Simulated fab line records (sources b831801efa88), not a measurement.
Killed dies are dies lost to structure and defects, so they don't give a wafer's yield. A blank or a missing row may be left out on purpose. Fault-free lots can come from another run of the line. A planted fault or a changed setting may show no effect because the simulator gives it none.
Which tool is to blame? ; flow gf180mcu ; 36 wafers from 12 lots sampled at 6 of the route's 602 steps

## WHAT THE GAUGES SHOWED, per wafer
GF_M3_CD_MEAS_14: target cd 280 nm.
lot;measured;on;cdNm (nm)
L496;day 21 07:17;cdSem-02;278.3 280.6 279.2
L497;day 21 17:55;cdSem-02;281.8 282.1 280.8
L500;day 22 20:20;cdSem-02;280.8 281.1 281.8
L501;day 23 07:04;cdSem-02;280.3 279.6 280.6
L502;day 23 12:19;cdSem-01;278.9 278.2 279.5
L503;day 23 22:46;cdSem-01;279.2 280.1 280.4
L504;day 24 07:29;cdSem-02;280.6 280.6 280.0
L510;day 26 07:07;cdSem-02;278.5 278.6 279.6
L513;day 27 04:57;cdSem-02;278.8 278.4 279.5
L515;day 27 18:27;cdSem-01;281.6 281.4 281.1
L516;day 27 23:37;cdSem-01;278.1 277.3 276.9
L519;day 29 00:18;cdSem-02;280.8 280.9 280.8

GF_V3_OVL_MEAS_15.
lot;measured;on;V3_OVL (nm)
L496;day 22 08:36;overlay-02;2 2 -1
L497;day 22 19:08;overlay-02;8 -7 6
L500;day 23 20:59;overlay-02;-1 -9 -9
L501;day 24 07:14;overlay-01;4 8 3
L502;day 24 12:23;overlay-01;-18 -4 1
L503;day 24 22:52;overlay-01;-3 -3 -4
L504;day 25 07:08;overlay-01;3 6 4
L510;day 27 05:20;overlay-02;5 4 4
L513;day 28 02:26;overlay-01;5 0 -1
L515;day 28 15:32;overlay-01;2 5 -2
L516;day 28 20:48;overlay-02;-2 -7 0
L519;day 29 21:04;overlay-02;-3 -2 -1

GF_M4_RS_MEAS_05: measures by four-point-probe.
lot;measured;on;M4_ALCU_RS (ohm/sq)
L496;day 22 10:13;filmMetro-04;0.0691 0.0687 0.0700
L497;day 22 21:09;filmMetro-04;0.0706 0.0699 0.0705
L500;day 23 22:38;filmMetro-02;0.0701 0.0712 0.0714
L501;day 24 08:51;filmMetro-02;0.0694 0.0696 0.0712
L502;day 24 14:01;filmMetro-02;0.0696 0.0691 0.0695
L503;day 25 00:32;filmMetro-02;0.0688 0.0688 0.0681
L504;day 25 08:46;filmMetro-01;0.0706 0.0711 0.0709
L510;day 27 06:58;filmMetro-02;0.0826 0.0834 0.0691
L513;day 28 04:07;filmMetro-02;0.0693 0.0692 0.0695
L515;day 28 17:16;filmMetro-01;0.0700 0.0699 0.0696
L516;day 28 22:26;filmMetro-01;0.0686 0.0684 0.0686
L519;day 29 22:42;filmMetro-02;0.0702 0.0698 0.0700

GF_M4_THK_MEAS_06: measures by xrf.
lot;measured;on;M4_ALCU_THK (nm)
L496;day 22 10:20;filmMetro-04;452 455 443
L497;day 22 21:16;filmMetro-04;442 446 439
L500;day 23 22:45;filmMetro-02;448 442 442
L501;day 24 08:58;filmMetro-02;451 452 440
L502;day 24 14:08;filmMetro-02;452 454 452
L503;day 25 00:37;filmMetro-02;458 458 462
L504;day 25 08:52;filmMetro-01;440 435 437
L510;day 27 07:05;filmMetro-02;381 380 456
L513;day 28 04:13;filmMetro-02;454 454 449
L515;day 28 17:23;filmMetro-01;445 447 447
L516;day 28 22:32;filmMetro-01;452 456 454
L519;day 29 22:49;filmMetro-02;446 448 448

GF_M4_OVL_MEAS_15.
lot;measured;on;M4_OVL (nm)
L496;day 23 09:20;overlay-02;-4 -8 -9
L497;day 23 19:41;overlay-01;0 -2 -2
L500;day 24 21:02;overlay-02;0 -1 -1
L501;day 25 06:47;overlay-02;3 3 -3
L502;day 25 11:56;overlay-02;-13 -16 -10
L503;day 25 22:29;overlay-02;-12 -7 -13
L504;day 26 06:32;overlay-02;0 -1 -3
L510;day 28 02:46;overlay-02;-6 -8 -2
L513;day 28 23:44;overlay-02;3 -9 2
L515;day 29 12:16;overlay-01;-7 -4 -2
L516;day 29 16:59;overlay-01;-11 -8 -5
L519;day 30 16:56;overlay-02;-3 -11 -1

## WHAT TOOL EACH LOT RAN ON (gives the tool, then ch and the chambers of the sampled wafers, and finally the start)
lot;GF_M4_SPUTTER_02
L496;pvdSputter-03, day 22 10:07
L497;pvdSputter-02, day 22 21:04
L500;pvdSputter-01, day 23 22:32
L501;pvdSputter-01, day 24 08:46
L502;pvdSputter-02, day 24 13:55
L503;pvdSputter-02, day 25 00:23
L504;pvdSputter-01, day 25 08:39
L510;pvdSputter-01, day 27 06:53
L513;pvdSputter-02, day 28 03:59
L515;pvdSputter-03, day 28 17:05
L516;pvdSputter-02, day 28 22:19
L519;pvdSputter-02, day 29 22:37
- GF_M4_SPUTTER_02: material AlCu, target thk 450 nm, time 23.9 s.

## AS READ BY THE TOOLS THEMSELVES (means over the sampled wafers that have a number; for cases with no such wafer, the mark the record gives instead)
GF_M4_SPUTTER_02.
lot;tool;throttleValvePct (%)
L496;pvdSputter-03;30.3
L497;pvdSputter-02;30.2
L500;pvdSputter-01;30.4
L501;pvdSputter-01;30.1
L502;pvdSputter-02;29.1
L503;pvdSputter-02;31.0
L504;pvdSputter-01;30.5
L510;pvdSputter-01;30.5
L513;pvdSputter-02;29.4
L515;pvdSputter-03;29.7
L516;pvdSputter-02;30.5
L519;pvdSputter-02;30.1

## THE ANSWER, worked out from the rows above alone
Rule: what is usual is taken from the lots themselves. Put in order of their means at a reading, lots are off if they are a third of the lots or fewer, leave a main group of 4 or more, and stand apart from it by a gap of 3 or more times the standard deviation of the main group's means; of several such gaps the widest counts. A main group whose means are all the same, to the digits that the tables above print for the reading, isn't used. Also off: a lot with no number at a reading for which 4 or more lots have one. Any other lot the step has rows for is counted as sound. The gauges are gone through in route order, then the tools' own readings, and for those a lot's mean is taken as printed above. At the first step where some lot is off, the reading lying furthest off is the one used; lots without a number count as furthest.
Off: at GF_M4_RS_MEAS_05 (M4_ALCU_RS), L510. For the main group the mean is 0.0697 ohm/sq and the standard deviation 0.00077.
If a tool, at a process step before that reading, ran all the lots that are off and no sound lot after the first of them, it fits. Gauges at GF_M4_RS_MEAS_05: tried the same way as those tools. One fits: GF_M4_SPUTTER_02 on pvdSputter-01. Its last sound lot is L504 (day 25 08:39), its first lot that is off L510 (day 27 06:53): a fault that began between those two fits.

## WHAT THE SIMULATOR HAD PUT IN
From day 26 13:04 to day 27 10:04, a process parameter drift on pvdSputter-01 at GF_M4_SPUTTER_02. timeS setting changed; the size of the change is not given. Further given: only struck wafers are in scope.
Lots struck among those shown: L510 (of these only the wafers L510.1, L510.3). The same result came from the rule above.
